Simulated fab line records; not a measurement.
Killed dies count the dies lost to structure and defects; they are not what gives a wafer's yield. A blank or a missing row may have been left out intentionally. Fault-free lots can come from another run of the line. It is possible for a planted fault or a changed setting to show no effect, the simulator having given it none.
Comparing a struck lot with a sound one :: flow sky130 :: 27 steps out of a route of 708
Sound: the wafers L344.1, L344.2, L344.3. Struck: wafer L349.6 (left out: L349.1, L349.4 of the same lot, which were not struck); the cause appears at the end.
Each step with rows lists, per side, the tool, then ch with its chambers, then its first start. Under that, the readings that differ: sound wafers :: struck wafers :: difference of the means :: sigmas: that difference in standard deviations of wafers without a fault.
alike: words and numbers the same on both sides, and readings whose means are apart by under 2 such deviations; not compared: readings that were withheld, readings missing a value for some wafer, numbers with overlapping values and no deviation given by the record, and bounds like >300 which may hide the same value.
A row with sigmas, a row that says differs or no value, or rows on one side alone: a step with any of these is where the two part. Non-overlapping numbers with no deviation appear without sigmas and do not part them. A reading missing from all wafers of one side parts the sides only when that side holds two or more wafers.

first, 2 steps without rows for these wafers: SKY_LDD_LDN_PEB_05; SKY_LDD_LDN_DEVELOP_06 (develop time 60 s).
SKY_LDD_LDN_OVL_MEAS_07:
  struck on overlay-01, day 28 08:23; sound on overlay-02, day 26 05:41
  alike: LDD_LDN_OVL
then, 4 steps without rows for these wafers: SKY_LDD_LDN_IMPLANT_08; SKY_LDD_LDN_IMPLANT_09; SKY_LDD_LDN_IMPLANT_10; SKY_LDD_LDN_IMPLANT_11.
SKY_LDD_LDN_STRIP_12: strips in O2/N2.
  sound on plasma-asher-03 ch 0,1, day 26 06:19; struck on plasma-asher-03 ch 1, day 28 09:01
  alike: drypump-motor-current-A, n2-flow-sccm, oes-product-au, strip-time-to-endpoint-s
  not compared: rf-hours-counter-h
SKY_LDD_LDN_TW_MEAS_13:
  struck on film-metro-01, day 28 09:07; sound on film-metro-01, day 26 06:25
  alike: LDD_LDN_TW
then, 2 steps without rows for these wafers: SKY_LDD_LDN_CLEAN_14 (cleans in SC1/SC2, time 150 s); SKY_SPACER_CVD_00 (deposits Si3N4 from DCS/NH3, target thk 43.1 nm, time 740 s).
SKY_SPACER_THK_MEAS_01:
  struck on film-metro-01, day 28 10:26; sound on film-metro-04, day 26 09:04
reading: SPACER_CVD_00_THK (nm)
sound: 43.4 43.5 43.4
struck: 42.4
difference: -1.0
sigmas: -2
SKY_SPACER_ETCHBACK_02: etches Si3N4 in CH3F/O2, stops on SiO2, time 46.7 s, target depth 45 nm.
  sound on rie-diel-02 ch 0,1,3, day 26 09:07; struck on rie-diel-02 ch 2, day 28 10:30
reading: oes-product-au (a.u.)
sound: 0.861 0.852 0.866
struck: 0.844
difference: -0.016
sigmas: -2

reading: model.SiO2_of_SONOS_ONO_CVD_04.thk-nm (nm)
sound: 4.462 4.455 4.332
struck: 2.223
difference: -2.193
sigmas: 
  alike: ch3f-flow-sccm, drypump-motor-current-A, throttle-valve-pct
  not compared: rf-hours-counter-h
then, 8 steps without rows for these wafers: SKY_POLY_CUT_DEHYDRATE_00 (time 60 s); SKY_POLY_CUT_HMDS_01 (prime time 60 s); SKY_POLY_CUT_COAT_02 (resist thk 60 nm); SKY_POLY_CUT_COAT_03 (resist thk 450 nm); SKY_POLY_CUT_SOFTBAKE_04 (time 90 s); SKY_POLY_CUT_EXPOSE_05 (exposes mask NPCM, target cd 270 nm); SKY_POLY_CUT_PEB_06; SKY_POLY_CUT_DEVELOP_07 (develop time 60 s).
SKY_POLY_CUT_CD_MEAS_08 targets a cd of 270 nm.
  struck on cd-sem-02, day 29 14:22; sound on cd-sem-02, day 27 14:23
reading: cd-nm (nm)
sound: 271.6 270.4 269.4
struck: 267.5
difference: -3.0
sigmas: -2
SKY_POLY_CUT_OVL_MEAS_09:
  struck on overlay-02, day 29 14:29; sound on overlay-02, day 27 14:31
  alike: POLY_CUT_OVL
SKY_POLY_CUT_ETCH_10: etches BARC in N2/H2, stops on SiO2, time 45.9 s, target depth 60 nm.
  sound on rie-diel-01 ch 0,1,2, day 27 14:32; struck on rie-diel-01 ch 1, day 29 14:31
  alike: drypump-motor-current-A, h2-flow-sccm, n2-flow-sccm, oes-product-au, throttle-valve-pct
  not compared: rf-hours-counter-h
SKY_POLY_CUT_ETCH_11: etches Si3N4 in CF4/CH2F2/Ar, stops on poly-Si, time 42.5 s, target depth 60 nm.
  sound on rie-diel-01 ch 0,1,2, day 27 14:35; struck on rie-diel-01 ch 1, day 29 14:34
reading: oes-product-au (a.u.)
sound: 0.842 0.840 0.838
struck: 0.792
difference: -0.048
sigmas: -8

reading: model.etch.depth-nm (nm)
sound: 62.7 63.34 63.69
struck: 57.96
difference: -5.28
sigmas: 

reading: model.POLY_CUT.feature-depth-nm (nm)
sound: 62.7 63.34 63.69
struck: 57.96
difference: -5.28
sigmas: 
  alike: drypump-motor-current-A, throttle-valve-pct
  not compared: rf-hours-counter-h
SKY_POLY_CUT_STRIP_12: strips in O2/N2.
  sound on plasma-asher-01 ch 0,1, day 27 14:38; struck on plasma-asher-03 ch 1, day 29 14:36
  alike: drypump-motor-current-A, n2-flow-sccm, oes-product-au, strip-time-to-endpoint-s
  not compared: rf-hours-counter-h
-- record jumps: 20 days separate the struck wafers' starts on either side; left off in module POLY_CUT, taken up again in module PAD_OPEN, whose first shown step is the route's number 708 --
SKY_PAD_OPEN_PROBE_99:
  struck on prober-02, day 49 09:25; sound on prober-01, day 47 23:49
reading: model.etest.pfet_01v8.r-on-ohm-um
sound: 2874 2914 2919
struck: 2705
difference: -197
sigmas: 

reading: model.etest.res-pdiff.line-ohm-um
sound: 1354 1324 1367
struck: 1249
difference: -99
sigmas: 

reading: model.etest.res-ndiff.line-ohm-um
sound: 730.4 720.8 746.7
struck: 717.5
difference: -15.1
sigmas: 

reading: model.etest.sonos-uncharged.r-on-ohm-um
sound: 824.7 812.5 819.2
struck: 771.8
difference: -47.0
sigmas: 

reading: model.etest.pfet_01v8.drive-ua-um
sound: 195.2 193.5 193.5
struck: 209.2
difference: +15.1
sigmas: 

reading: model.etest.res-pdiff.rs-ohm-sq
sound: 197.4 195.4 195.9
struck: 179.2
difference: -17.0
sigmas: 

reading: model.etest.pfet_01v8_hvt.drive-ua-um
sound: 144.9 144.1 142
struck: 157.6
difference: +13.9
sigmas: 
  not compared: model.etest.nfet-g5v0d10v5.r-on-ohm-um

## WHERE THEY PART
Last at SKY_POLY_CUT_ETCH_11 as far as this record goes, first at SKY_SPACER_THK_MEAS_01. Later steps at which nothing parts them and some readings are alike: SKY_POLY_CUT_STRIP_12.

WHY: what the simulator had put in
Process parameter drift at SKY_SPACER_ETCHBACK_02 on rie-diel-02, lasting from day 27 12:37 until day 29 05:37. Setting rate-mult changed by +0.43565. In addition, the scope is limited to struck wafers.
